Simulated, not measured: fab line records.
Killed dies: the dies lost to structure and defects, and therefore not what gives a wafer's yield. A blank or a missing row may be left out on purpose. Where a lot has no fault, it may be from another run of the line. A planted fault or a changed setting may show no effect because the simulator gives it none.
Chamber matching ; flow sky130 ; cmp-02 running SKY_CONTACT_CMP_27: 4 sister chambers
The step polishes, stops on SiO2, t overpolish 15 s, target thk 0 nm. 8 wafers are shown with their chamber, then 9 later ones without.

## WAFERS WITH THEIR CHAMBER
wafer;chamber;motor_current_A (A);time_to_endpoint_s (s)
L080.2;2;12.2;79
L080.4;3;11.6;79
L082.1;1;11.4;90
L082.4;2;12.6;78
L082.5;0;10.9;87
L085.2;1;11.6;93
L085.3;3;11.4;83
L085.6;0;10.2;88

## WAFERS WITH NO CHAMBER GIVEN
wafer;motor_current_A (A);time_to_endpoint_s (s)
L089.3;12.2;80
L089.4;11.6;77
L089.5;10.9;92
L094.1;12.1;77
L094.3;10.0;84
L094.5;10.6;91
L097.1;9.9;83
L097.3;11.7;91
L097.4;12.4;83

## EACH ONE'S CHAMBER
wafer;from the rows above;in truth
L089.3;can't be placed: 2 or 3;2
L089.4;can't be placed: 3 or 2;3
L089.5;can't be placed: 1 or 0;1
L094.1;can't be placed: 2 or 3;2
L094.3;0;0
L094.5;can't be placed: 0 or 1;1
L097.1;0;0
L097.3;1;1
L097.4;can't be placed: 2 or 3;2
Correctly placed: 3 of 9. Not placeable from these rows: 6 (in 6, the candidates include the true chamber). Placed wrongly: 0.
How it was worked out, from the rows above alone: a wafer's distance from a chamber is the root of the sum, over the readings, of the square of ((its reading less the chamber's mean) divided by the reading's scatter). The wafer belongs to the nearest chamber; if the next one is less than 2 further off, it can't be placed. Each chamber's mean is taken over the wafers shown for it. The scatter: the root of (the sum of the squares of (reading less its chamber's mean) over the shown wafers, divided by (wafers less chambers)).
